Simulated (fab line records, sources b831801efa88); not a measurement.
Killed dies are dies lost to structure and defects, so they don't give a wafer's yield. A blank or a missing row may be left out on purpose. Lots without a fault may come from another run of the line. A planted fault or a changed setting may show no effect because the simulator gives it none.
fab line records | flow gf180mcu | part 1 of 2: steps 1 to 24 of 34
record lots=5 wafers=15 last_day=34
route steps=602 shown LVPWELL@64 MVSD@66 MVPSD@78 VT_IMPLANT@90
lots that met no fault: from a run of the same line without faults
start_h: hours from the record's first day to the start of the lot's first wafer shown | wait_h: hours since the lot's step before | " the same as in the row above | L1.1+2: a row that stands for several wafers | - no value, or no start given | * or withheld: withheld | < > ~ a bound
route shown NAME@n: a module of which the file shows steps, and the number in the route of the first | usual: mean/standard deviation of fault-free wafers | same: alike in all rows | chamber/n: place in a boat | sites: the reading at each site | _std_site: their standard deviation | _edge_site: outer sites' mean less inner sites' | radius_mm: how far each site lies from the wafer's centre | mask NAME#n: copy n | behind: the tool/chamber that last shaped the wafer | hold: why the lot was held/for how many hours/how that ended | device: the transistor (n, p or np) that didn't switch | end of line: the same wafers' tests at the end of the route | a step without rows: its recipe alone | killed: dies lost to structure and defects at the first sort, not the wafer's yield | map: a wafer's dies, x killed, . not, _ none there
set.NAME: the setting as run; set.NAME@STEP: as run at that earlier step | model.NAME: the simulator's own value behind a step, which no gauge read
lots at some steps of the route; a table a step, a row a wafer
services: from which hour (start_h, from the record's first day; less than 0 if before it) a tool's chamber was out of use, for how many hours, and why
## steps
# step GF_LVPWELL_STRIP_10
# recipe chemistry=O2/N2 power_w=1400 pressure_mtorr=1500 platen_temp_c=250 o2_flow_sccm=3000 n2_flow_sccm=300 overash_fraction=0.5
# usual chamber_pressure_mTorr=1500.0/1.4 drypump_motor_current_A=5.7/0.37 heater_power_w=306/37 oes_product_au=0.723/0.0045 strip_time_to_endpoint_s=36.98/0.1
# columns lot.wafer tool chamber start_h wait_h chamber_pressure_mTorr drypump_motor_current_A heater_power_w oes_product_au rf_hours_counter_h strip_time_to_endpoint_s
L076.3 plasma_asher-03 0 81.65 0.1 1498.2 5.2 358 0.726 - 36.96
L076.4 " 1 " " 1501.2 6.0 312 0.725 - 36.84
L076.6 " 1 " " 1499.9 6.0 305 0.724 - 36.91
L079.1 plasma_asher-02 0 98.23 0.1 1501.7 5.6 319 0.720 45 36.86
L079.2 " 1 " " 1500.4 5.6 306 0.729 45 36.97
L079.5 " 0 " " 1499.0 5.6 327 0.729 - 36.92
L081.3 plasma_asher-04 0 108.86 0.1 1496.9 6.2 241 0.725 - 36.92
L081.5 " 1 " " 1501.1 5.7 319 0.724 - 36.90
L081.6 " 0 " " 1498.6 6.2 243 0.723 - 36.96
L084.1 plasma_asher-03 0 125.76 0.1 1501.3 5.1 352 0.713 1 36.93
L084.3 " 1 " " 1498.9 6.0 304 0.728 - 37.12
L084.4 " 0 " " 1499.9 5.1 353 0.723 - 37.05
L095.1 plasma_asher-04 0 188.91 0.1 1500.0 6.2 245 0.720 56 37.11
L095.5 " 1 " " 1498.2 5.7 333 0.724 - 37.12
L095.6 " 0 " " 1501.7 6.2 242 0.723 - 37.07
# step GF_LVPWELL_TW_MEAS_11
# usual LVPWELL_TW=559/7.3
# columns lot.wafer tool chamber start_h wait_h LVPWELL_TW
L076.3 film_metro-04 - 81.74 0.1 556
L076.4 " - " " 557
L076.6 " - " " 558
L079.1 film_metro-04 - 98.33 0.1 562
L079.2 " - " " 562
L079.5 " - " " 562
L081.3 film_metro-01 - 108.98 0.1 554
L081.5 " - " " 553
L081.6 " - " " 553
L084.1 film_metro-01 - 125.86 0.1 555
L084.3 " - " " 556
L084.4 " - " " 553
L095.1 film_metro-03 - 189.01 0.1 573
L095.5 " - " " 572
L095.6 " - " " 570
# step GF_MVSD_DEHYDRATE_00
# recipe temp_c=200 time_s=60
# usual chill_plate_temp_C=23.01/0.096
# columns lot.wafer tool chamber start_h wait_h chill_plate_temp_C
L076.3 litho_track-03 0 88.08 6.3 23.01
L076.4 " 0 " " 22.88
L076.6 " 0 " " 22.92
L079.1 litho_track-03 0 105.08 6.7 22.98
L079.2 " 0 " " 22.99
L079.5 " 0 " " 22.76
L081.3 litho_track-02 0 115.49 6.5 23.13
L081.5 " 0 " " 23.16
L081.6 " 0 " " 23.15
L084.1 litho_track-03 0 132.83 7.0 23.01
L084.3 " 0 " " 22.87
L084.4 " 0 " " 23.01
L095.1 litho_track-04 0 196.58 7.6 22.93
L095.5 " 0 " " 22.96
L095.6 " 0 " " 22.98
# step GF_MVSD_HMDS_01
# recipe prime_time_s=60 prime_temp_c=120
# usual chill_plate_temp_C=22.99/0.11 prime_temp_c=120.00/0.15
# columns lot.wafer tool chamber start_h wait_h chill_plate_temp_C prime_temp_c
L076.3 litho_track-03 0 88.23 0.1 23.23 119.93
L076.4 " 0 " " 23.10 119.99
L076.6 " 0 " " 23.08 119.99
L079.1 litho_track-03 0 105.23 0.1 22.94 119.90
L079.2 " 0 " " 22.93 120.09
L079.5 " 0 " " 22.97 120.04
L081.3 litho_track-02 0 115.64 0.1 23.10 120.17
L081.5 " 0 " " 23.04 120.03
L081.6 " 0 " " 23.20 119.94
L084.1 litho_track-03 0 132.98 0.1 23.19 120.26
L084.3 " 0 " " 23.07 119.79
L084.4 " 0 " " 23.17 119.87
L095.1 litho_track-04 0 196.73 0.1 23.07 119.89
L095.5 " 0 " " 22.88 119.82
L095.6 " 0 " " 22.93 119.89
# step GF_MVSD_COAT_02
# recipe spin_rpm=2000 resist_thk_nm=3000
# usual chill_plate_temp_C=23.02/0.1
# columns lot.wafer tool chamber start_h wait_h chill_plate_temp_C
L076.3 litho_track-03 0 88.38 0.1 22.97
L076.4 " 0 " " 23.02
L076.6 " 0 " " 23.04
L079.1 litho_track-03 0 105.38 0.1 23.05
L079.2 " 0 " " 23.04
L079.5 " 0 " " 23.04
L081.3 litho_track-02 0 115.79 0.1 23.12
L081.5 " 0 " " 23.15
L081.6 " 0 " " 23.17
L084.1 litho_track-03 0 133.13 0.1 22.92
L084.3 " 0 " " 22.94
L084.4 " 0 " " 23.11
L095.1 litho_track-04 0 196.88 0.1 22.91
L095.5 " 0 " " 23.05
L095.6 " 0 " " 23.11
# step GF_MVSD_SOFTBAKE_03
# recipe temp_c=110 time_s=withheld
# usual chill_plate_temp_C=23.02/0.09
# columns lot.wafer tool chamber start_h wait_h chill_plate_temp_C
L076.3 litho_track-03 0 88.55 0.1 22.89
L076.4 " 0 " " 22.93
L076.6 " 0 " " 22.97
L079.1 litho_track-03 0 105.53 0.1 22.95
L079.2 " 0 " " 23.00
L079.5 " 0 " " 23.15
L081.3 litho_track-02 0 115.96 0.1 23.08
L081.5 " 0 " " 23.11
L081.6 " 0 " " 23.17
L084.1 litho_track-03 0 133.28 0.1 22.96
L084.3 " 0 " " 23.13
L084.4 " 0 " " 23.00
L095.1 litho_track-04 0 197.03 0.1 22.90
L095.5 " 0 " " 22.98
L095.6 " 0 " " 22.94
# step GF_MVSD_EXPOSE_04
# recipe mask_id=MVSD target_cd_nm=1000 na=0.6 source_shape=conventional sigma_outer=0.6 dose_mj=260
# columns lot.wafer tool chamber start_h wait_h mask
L076.3+4+6 iline_stepper-02 0 - - MVSD#0
L079.1+2+5 iline_stepper-01 0 - - MVSD#0
L081.3+5+6 iline_stepper-01 0 - - MVSD#0
L084.1+3+4 iline_stepper-02 0 - - MVSD#0
L095.1+5+6 iline_stepper-01 0 - - MVSD#0
# step GF_MVSD_PEB_05
# recipe temp_c=115 time_s=withheld
# usual chill_plate_temp_C=22.98/0.11
# columns lot.wafer tool chamber start_h wait_h chill_plate_temp_C
L076.3 litho_track-04 0 - - 23.04
L076.4 " 0 " " 23.20
L076.6 " 0 " " 23.09
L079.1 litho_track-04 0 - - 22.94
L079.2 " 0 " " 23.10
L079.5 " 0 " " 23.02
L081.3 litho_track-03 0 - - 22.99
L081.5 " 0 " " 23.03
L081.6 " 0 " " 23.00
L084.1 litho_track-04 0 - - 23.09
L084.3 " 0 " " 22.99
L084.4 " 0 " " 22.97
L095.1 litho_track-04 0 - - 23.09
L095.5 " 0 " " 22.89
L095.6 " 0 " " 22.97
# step GF_MVSD_DEVELOP_06
# recipe wall_angle_deg=90 develop_time_s=60 dev_temp_c=23
# usual chill_plate_temp_C=22.99/0.11 developer_temp_C=22.98/0.12
# same develop_time_s=60
# columns lot.wafer tool chamber start_h wait_h chill_plate_temp_C developer_temp_C
L076.3 litho_track-04 0 - - 22.87 23.08
L076.4 " 0 " " 23.02 22.97
L076.6 " 0 " " 23.02 22.88
L079.1 litho_track-04 0 - - 23.05 23.10
L079.2 " 0 " " 22.91 23.09
L079.5 " 0 " " 22.88 23.12
L081.3 litho_track-03 0 - - 23.07 23.00
L081.5 " 0 " " 23.05 23.08
L081.6 " 0 " " 22.98 23.00
L084.1 litho_track-04 0 - - 23.13 23.13
L084.3 " 0 " " 22.97 23.03
L084.4 " 0 " " 22.95 23.00
L095.1 litho_track-04 0 - - 23.13 23.02
L095.5 " 0 " " 22.99 22.94
L095.6 " 0 " " 23.17 23.07
# step GF_MVSD_OVL_MEAS_07
# usual MVSD_OVL=1.1/1.5
# columns lot.wafer tool chamber start_h wait_h MVSD_OVL[nm]
L076.3 overlay-02 - 95.09 - -0.9
L076.4 " - " " 2.1
L076.6 " - " " 1.7
L079.1 overlay-01 - 112.98 - 2.4
L079.2 " - " " 0.4
L079.5 " - " " -0.7
L081.3 overlay-02 - 123.34 - -0.4
L081.5 " - " " 0.2
L081.6 " - " " -0.2
L084.1 overlay-02 - 141.58 - 1.5
L084.3 " - " " 1.3
L084.4 " - " " 2.9
L095.1 overlay-02 - 205.68 - -1.0
L095.5 " - " " 1.2
L095.6 " - " " 3.6
# step GF_MVSD_IMPLANT_08
# recipe species=P energy_kev=400 dose_cm2=1.6e+13 tilt_deg=0
# usual tilt_deg=0.000/0.018
# columns lot.wafer tool chamber start_h wait_h tilt_deg
L076.3 implanter-02 0 95.17 0.1 0.011
L076.4 " 0 " " -0.008
L076.6 " 0 " " 0.016
L079.1 implanter-04 0 113.02 0.0 -0.026
L079.2 " 0 " " -0.019
L079.5 " 0 " " -0.046
L081.3 implanter-02 0 123.42 0.1 -0.011
L081.5 " 0 " " -0.006
L081.6 " 0 " " -0.010
L084.1 implanter-03 0 141.62 0.0 0.013
L084.3 " 0 " " 0.009
L084.4 " 0 " " 0.007
L095.1 implanter-02 0 205.72 0.0 -0.001
L095.5 " 0 " " -0.009
L095.6 " 0 " " -0.015
# step GF_MVSD_IMPLANT_09
# recipe species=P energy_kev=100 dose_cm2=5e+12 tilt_deg=0
# usual tilt_deg=0.001/0.019
# columns lot.wafer tool chamber start_h wait_h tilt_deg
L076.3 implanter-02 0 95.32 0.1 -0.050
L076.4 " 0 " " -0.061
L076.6 " 0 " " -0.011
L079.1 implanter-04 0 113.17 0.1 0.000
L079.2 " 0 " " 0.010
L079.5 " 0 " " 0.020
L081.3 implanter-02 0 123.57 0.1 -0.038
L081.5 " 0 " " -0.015
L081.6 " 0 " " -0.024
L084.1 implanter-03 0 141.77 0.1 -0.010
L084.3 " 0 " " -0.031
L084.4 " 0 " " 0.012
L095.1 implanter-02 0 205.87 0.1 0.009
L095.5 " 0 " " -0.017
L095.6 " 0 " " -0.035
# step GF_MVSD_STRIP_10
# recipe chemistry=O2/N2 power_w=1400 pressure_mtorr=1500 platen_temp_c=250 o2_flow_sccm=3000 n2_flow_sccm=300 overash_fraction=0.5
# usual chamber_pressure_mTorr=1500.0/1.3 drypump_motor_current_A=5.65/0.28 heater_power_w=332/24 oes_product_au=0.722/0.0043 strip_time_to_endpoint_s=36.94/0.11
# columns lot.wafer tool chamber start_h wait_h chamber_pressure_mTorr drypump_motor_current_A heater_power_w oes_product_au rf_hours_counter_h strip_time_to_endpoint_s
L076.3 plasma_asher-01 0 95.45 0.1 1500.6 5.89 323 0.718 - 36.88
L076.4 " 1 " " 1498.6 5.55 362 0.720 - 36.96
L076.6 " 1 " " 1499.3 5.56 370 0.718 - 36.91
L079.1 plasma_asher-02 1 113.32 0.1 1499.8 5.63 308 0.720 46 36.99
L079.2 " 0 " " 1501.4 5.58 320 0.723 46 37.04
L079.5 " 1 " " 1500.3 5.66 305 0.725 - 37.01
L081.3 plasma_asher-02 1 123.70 0.1 1498.7 5.62 310 0.719 - 37.00
L081.5 " 0 " " 1502.0 5.56 318 0.722 - 37.00
L081.6 " 1 " " 1499.0 5.61 312 0.720 - 37.01
L084.1 plasma_asher-01 1 141.92 0.1 1500.3 5.55 363 0.721 33 37.06
L084.3 " 1 " " 1498.6 5.55 367 0.724 - 36.94
L084.4 " 0 " " 1501.9 5.91 325 0.723 - 37.00
L095.1 plasma_asher-03 0 206.02 0.1 1500.4 5.14 355 0.723 9 37.03
L095.5 " 0 " " 1499.6 5.14 354 0.717 - 37.14
L095.6 " 1 " " 1499.4 6.00 304 0.717 - 37.05
# step GF_MVSD_TW_MEAS_11
# usual MVSD_TW=1575/20
# columns lot.wafer tool chamber start_h wait_h MVSD_TW
L076.3 film_metro-04 - 95.54 0.1 1589
L076.4 " - " " 1580
L076.6 " - " " 1588
L079.1 film_metro-04 - 113.42 0.1 1580
L079.2 " - " " 1576
L079.5 " - " " 1580
L081.3 film_metro-04 - 123.79 0.1 1584
L081.5 " - " " 1589
L081.6 " - " " 1582
L084.1 film_metro-04 - 142.02 0.1 1568
L084.3 " - " " 1576
L084.4 " - " " 1578
L095.1 film_metro-03 - 206.12 0.1 1608
L095.5 " - " " 1611
L095.6 " - " " 1611
# step GF_MVPSD_DEHYDRATE_00
# recipe temp_c=200 time_s=60
# usual chill_plate_temp_C=23.00/0.11
# columns lot.wafer tool chamber start_h wait_h chill_plate_temp_C
L076.3 litho_track-01 0 101.92 6.4 23.01
L076.4 " 0 " " 23.09
L076.6 " 0 " " 23.20
L079.1 litho_track-02 0 120.44 7.0 23.04
L079.2 " 0 " " 23.10
L079.5 " 0 " " 22.97
L081.3 litho_track-02 0 130.59 6.8 23.05
L081.5 " 0 " " 22.96
L081.6 " 0 " " 23.05
L084.1 litho_track-02 0 148.79 6.8 22.97
L084.3 " 0 " " 22.99
L084.4 " 0 " " 23.00
L095.1 litho_track-04 0 213.88 7.8 22.94
L095.5 " 0 " " 22.94
L095.6 " 0 " " 22.86
# step GF_MVPSD_HMDS_01
# recipe prime_time_s=60 prime_temp_c=120
# usual chill_plate_temp_C=23.00/0.1 prime_temp_c=120.03/0.14
# columns lot.wafer tool chamber start_h wait_h chill_plate_temp_C prime_temp_c
L076.3 litho_track-01 0 102.07 0.1 22.89 120.04
L076.4 " 0 " " 22.99 120.22
L076.6 " 0 " " 22.89 119.93
L079.1 litho_track-02 0 120.59 0.1 23.06 119.93
L079.2 " 0 " " 23.14 120.04
L079.5 " 0 " " 23.17 119.95
L081.3 litho_track-02 0 130.74 0.1 22.97 119.81
L081.5 " 0 " " 23.01 119.67
L081.6 " 0 " " 22.81 119.81
L084.1 litho_track-02 0 148.94 0.1 22.94 119.93
L084.3 " 0 " " 22.96 120.00
L084.4 " 0 " " 22.93 120.03
L095.1 litho_track-04 0 214.03 0.1 22.85 120.02
L095.5 " 0 " " 22.96 120.05
L095.6 " 0 " " 23.06 119.94
# step GF_MVPSD_COAT_02
# recipe spin_rpm=2000 resist_thk_nm=3000
# usual chill_plate_temp_C=23.00/0.12
# columns lot.wafer tool chamber start_h wait_h chill_plate_temp_C
L076.3 litho_track-01 0 102.22 0.1 22.96
L076.4 " 0 " " 22.99
L076.6 " 0 " " 23.08
L079.1 litho_track-02 0 120.74 0.1 23.08
L079.2 " 0 " " 23.16
L079.5 " 0 " " 23.08
L081.3 litho_track-02 0 130.89 0.1 23.15
L081.5 " 0 " " 23.13
L081.6 " 0 " " 23.16
L084.1 litho_track-02 0 149.09 0.1 22.94
L084.3 " 0 " " 22.73
L084.4 " 0 " " 22.94
L095.1 litho_track-04 0 214.18 0.1 23.09
L095.5 " 0 " " 22.99
L095.6 " 0 " " 23.13
# step GF_MVPSD_SOFTBAKE_03
# recipe temp_c=110 time_s=withheld
# usual chill_plate_temp_C=23.02/0.1
# columns lot.wafer tool chamber start_h wait_h chill_plate_temp_C
L076.3 litho_track-01 0 102.39 0.1 23.21
L076.4 " 0 " " 23.21
L076.6 " 0 " " 23.24
L079.1 litho_track-02 0 120.89 0.1 23.06
L079.2 " 0 " " 22.93
L079.5 " 0 " " 22.95
L081.3 litho_track-02 0 131.06 0.1 23.13
L081.5 " 0 " " 23.13
L081.6 " 0 " " 23.06
L084.1 litho_track-02 0 149.24 0.1 23.09
L084.3 " 0 " " 23.01
L084.4 " 0 " " 23.16
L095.1 litho_track-04 0 214.33 0.1 22.94
L095.5 " 0 " " 23.04
L095.6 " 0 " " 23.11
# step GF_MVPSD_EXPOSE_04
# recipe mask_id=MVPSD target_cd_nm=1000 na=0.6 source_shape=conventional sigma_outer=0.6 dose_mj=260
# columns lot.wafer tool chamber start_h wait_h mask
L076.3+4+6 iline_stepper-02 0 - - MVPSD#0
L079.1+2+5 iline_stepper-01 0 - - MVPSD#0
L081.3+5+6 iline_stepper-02 0 - - MVPSD#0
L084.1+3+4 iline_stepper-02 0 - - MVPSD#0
L095.1+5+6 iline_stepper-02 0 - - MVPSD#0
# step GF_MVPSD_PEB_05
# recipe temp_c=115 time_s=withheld
# usual chill_plate_temp_C=23.00/0.1
# columns lot.wafer tool chamber start_h wait_h chill_plate_temp_C
L076.3 litho_track-02 0 - - 22.79
L076.4 " 0 " " 22.85
L076.6 " 0 " " 23.05
L079.1 litho_track-02 0 - - 23.02
L079.2 " 0 " " 23.11
L079.5 " 0 " " 23.15
L081.3 litho_track-04 0 - - 22.93
L081.5 " 0 " " 23.21
L081.6 " 0 " " 23.02
L084.1 litho_track-02 0 - - 23.16
L084.3 " 0 " " 23.09
L084.4 " 0 " " 23.12
L095.1 litho_track-01 0 - - 23.17
L095.5 " 0 " " 23.20
L095.6 " 0 " " 23.11
# step GF_MVPSD_DEVELOP_06
# recipe wall_angle_deg=90 develop_time_s=60 dev_temp_c=23
# usual chill_plate_temp_C=22.97/0.11 developer_temp_C=23.01/0.11
# same develop_time_s=60
# columns lot.wafer tool chamber start_h wait_h chill_plate_temp_C developer_temp_C
L076.3 litho_track-02 0 - - 23.02 22.99
L076.4 " 0 " " 22.99 23.02
L076.6 " 0 " " 22.86 22.96
L079.1 litho_track-02 0 - - 23.07 22.97
L079.2 " 0 " " 23.03 22.90
L079.5 " 0 " " 23.03 23.20
L081.3 litho_track-04 0 - - 22.87 23.01
L081.5 " 0 " " 23.07 22.82
L081.6 " 0 " " 23.00 23.02
L084.1 litho_track-02 0 - - 23.25 22.90
L084.3 " 0 " " 23.01 22.96
L084.4 " 0 " " 23.09 23.03
L095.1 litho_track-01 0 - - 22.96 23.02
L095.5 " 0 " " 23.08 23.06
L095.6 " 0 " " 22.90 23.12
# step GF_MVPSD_OVL_MEAS_07
# usual MVPSD_OVL=0.0/1.6
# columns lot.wafer tool chamber start_h wait_h MVPSD_OVL[nm]
L076.3 overlay-01 - 109.85 - -2.1
L076.4 " - " " -2.5
L076.6 " - " " -2.2
L079.1 overlay-01 - 128.29 - 0.6
L079.2 " - " " 2.0
L079.5 " - " " 2.7
L081.3 overlay-01 - 139.09 - -0.3
L081.5 " - " " -1.3
L081.6 " - " " 0.2
L084.1 overlay-02 - 158.04 - -0.4
L084.3 " - " " -0.9
L084.4 " - " " 0.3
L095.1 overlay-01 - 223.22 - -0.3
L095.5 " - " " 0.9
L095.6 " - " " -1.0
# step GF_MVPSD_IMPLANT_08
# recipe species=B energy_kev=170 dose_cm2=1.5e+13 tilt_deg=0
# usual tilt_deg=0.000/0.021
# columns lot.wafer tool chamber start_h wait_h tilt_deg
L076.3 implanter-03 0 109.92 0.1 0.016
L076.4 " 0 " " -0.014
L076.6 " 0 " " 0.030
L079.1 implanter-03 0 128.32 0.0 -0.028
L079.2 " 0 " " 0.000
L079.5 " 0 " " -0.012
L081.3 implanter-03 0 139.17 0.1 -0.011
L081.5 " 0 " " 0.017
L081.6 " 0 " " 0.009
L084.1 implanter-01 0 158.07 0.0 0.013
L084.3 " 0 " " -0.005
L084.4 " 0 " " -0.011
L095.1 implanter-01 0 223.26 0.0 -0.009
L095.5 " 0 " " 0.014
L095.6 " 0 " " -0.013
# step GF_MVPSD_IMPLANT_09
# recipe species=B energy_kev=40 dose_cm2=5e+12 tilt_deg=0
# usual tilt_deg=-0.001/0.019
# columns lot.wafer tool chamber start_h wait_h tilt_deg
L076.3 implanter-03 0 110.07 0.1 -0.009
L076.4 " 0 " " -0.012
L076.6 " 0 " " -0.022
L079.1 implanter-03 0 128.47 0.1 -0.013
L079.2 " 0 " " -0.029
L079.5 " 0 " " -0.011
L081.3 implanter-03 0 139.32 0.1 0.027
L081.5 " 0 " " 0.026
L081.6 " 0 " " 0.030
L084.1 implanter-01 0 158.22 0.1 0.007
L084.3 " 0 " " 0.019
L084.4 " 0 " " 0.010
L095.1 implanter-01 0 223.41 0.1 -0.012
L095.5 " 0 " " -0.021
L095.6 " 0 " " 0.012
